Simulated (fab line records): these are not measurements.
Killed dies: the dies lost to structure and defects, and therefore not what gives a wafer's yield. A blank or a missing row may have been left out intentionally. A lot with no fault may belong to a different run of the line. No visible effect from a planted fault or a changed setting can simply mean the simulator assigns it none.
A lot that was struck, set against a sound lot || flow sky130 || 15 out of 708 route steps
Sound: the wafers L832.1, L832.2, L832.5. The struck wafers were L828.2, L828.3, L828.6. At the end, the cause is stated.
At each step with rows: each side's tool, then ch and its chambers, then its first start. Under that, the readings that differ: sound wafers || struck wafers || difference of the means || sigmas: that difference in standard deviations of wafers without a fault.
alike: readings with means less than 2 such deviations apart, plus words and numbers identical on both sides. not compared: withheld readings, readings lacking a value on some wafer, bounds such as >300 that could conceal the same value, and numbers that have no deviation in the record and whose values overlap.
Wherever a step has rows on one side only, a row that says differs or no value, or a row with sigmas, the two part there. Numbers that don't overlap but have no deviation are shown without sigmas and don't part them. A reading that every wafer of one side lacks parts them only if that side has two wafers or more.

SKY_VIA1_ETCH_14: etches BARC in N2/H2, stops on SiO2, time 45.9 s, target depth 60 nm.
  sound on rie_diel-01 ch 1,2,3, day 38 13:19; struck on rie_diel-04 ch 0,1,3, day 37 04:54
  alike: bias_w, drypump_motor_current_A, oes_product_au, throttle_valve_pct
  not compared: rf_hours_counter_h
then, 6 steps without rows for these wafers: SKY_VIA1_ETCH_15 (etches SiO2 in C4F8/O2/Ar, stops on TiN, target depth 351 nm, time 54 s); SKY_VIA1_STRIP_16 (strips in O2/N2); SKY_VIA1_STRIP_17 (strips in post etch residue remover, time 1200 s); SKY_VIA1_CLEAN_18 (cleans in IPA, time 180 s); SKY_VIA1_CLEAN_19 (cleans in O3/DIW); SKY_VIA1_SPUTTER_20 (material TiN, target thk 20 nm, time 80 s).
SKY_VIA1_CVD_21: deposits W, target thk 270 nm, time 80.902 s.
  sound on cvd_w-01 ch 0,1, day 38 14:03; struck on cvd_w-01 ch 0,1, day 37 05:39
  alike: heater_power_w
SKY_VIA1_RS_MEAS_22: the measuring method here is four-point-probe.
  struck on film_metro-02, day 37 05:46; sound on film_metro-01, day 38 14:08
  alike: VIA1_W_RS
SKY_VIA1_THK_MEAS_23: measures by xrf.
  struck on film_metro-02, day 37 05:52; sound on film_metro-01, day 38 14:16
  alike: VIA1_W_THK
SKY_VIA1_CMP_24: polishes, stops on SiO2, t overpolish 15 s, target thk 0 nm.
  sound on cmp-02 ch 1,2, day 38 14:19; struck on cmp-01 ch 0,3, day 37 05:55
  alike: motor_current_A, overpolish_run_s, time_to_endpoint_s
SKY_METAL2_SPUTTER_00: material Ti, target thk 15 nm, time 10 s.
  struck on pvd_sputter-04, day 37 06:13; sound on pvd_sputter-01, day 38 14:37
  alike: cathode_dc_power_W, chamber_pressure_pa, throttle_valve_pct
SKY_METAL2_SPUTTER_01: material TiN, target thk 20 nm, time 16.7 s.
  struck on pvd_sputter-04, day 37 06:15; sound on pvd_sputter-01, day 38 14:39
{"reading": "chamber_pressure_pa (Pa)", "sound": "0.3993 0.3992 0.3999", "struck": "0.2819 0.2840 0.2841", "difference": -0.1161, "sigmas": "-99 or more"}
{"reading": "throttle_valve_pct (%)", "sound": "31.2 28.6 30.8", "struck": "36.3 35.6 37.2", "difference": "+6.2", "sigmas": "+7"}
{"reading": "model.TiN_of_METAL2_SPUTTER_01.thk_nm (nm)", "sound": "19.36 19.91 19.57", "struck": "20.92 21.31 21.52", "difference": "+1.64", "sigmas": ""}
  alike: cathode_dc_power_W
SKY_METAL2_SPUTTER_02: material AlCu, target thk 250 nm, time 13.3 s.
  struck on pvd_sputter-04, day 37 06:16; sound on pvd_sputter-01, day 38 14:40
  alike: cathode_dc_power_W, chamber_pressure_pa, throttle_valve_pct
-- the record jumps here: 11 days lie between the struck wafers' starts before and after (it left off in module METAL2 and takes up again in module PAD_OPEN, whose first step shown is number 708 of the route) --
SKY_PAD_OPEN_PROBE_99:
  struck on prober-01, day 48 06:52; sound on prober-01, day 49 05:53
{"reading": "defect_limited_yield (%)", "sound": "78.9 80.3 80.1", "struck": "85.2 84.3 83.9", "difference": "+4.7", "sigmas": "+2"}
{"reading": "killed_dies", "sound": "104 97 98", "struck": "73 77 79", "difference": -23, "sigmas": -2}
{"reading": "killed_open", "sound": "63 53 59", "struck": "33 41 48", "difference": -18, "sigmas": -2}
{"reading": "sort_bin_6_memory (%)", "sound": "8.7 8.1 7.5", "struck": "5.7 5.5 4.9", "difference": -2.7, "sigmas": -2}
{"reading": "sort_n_pass", "sound": "388 395 394", "struck": "419 415 413", "difference": "+23", "sigmas": "+2"}
{"reading": "sort_yield_pct (%)", "sound": "78.9 80.3 80.1", "struck": "85.2 84.3 83.9", "difference": "+4.7", "sigmas": "+2"}
  alike: killed_at_M0_to_M3, killed_at_M4_up, killed_at_contacts, killed_at_front_end, killed_at_other, killed_short, sort_bin_3_pad_short, sort_bin_5_function

== WHERE THEY PART ==
Last at SKY_PAD_OPEN_PROBE_99 as far as this record goes, first at SKY_METAL2_SPUTTER_01.

WHY: what the simulator had put in
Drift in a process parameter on pvd_sputter-04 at SKY_METAL2_SPUTTER_01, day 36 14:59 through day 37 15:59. Setting chamber_pressure_pa, moved by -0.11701, from 0.4. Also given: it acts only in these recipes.
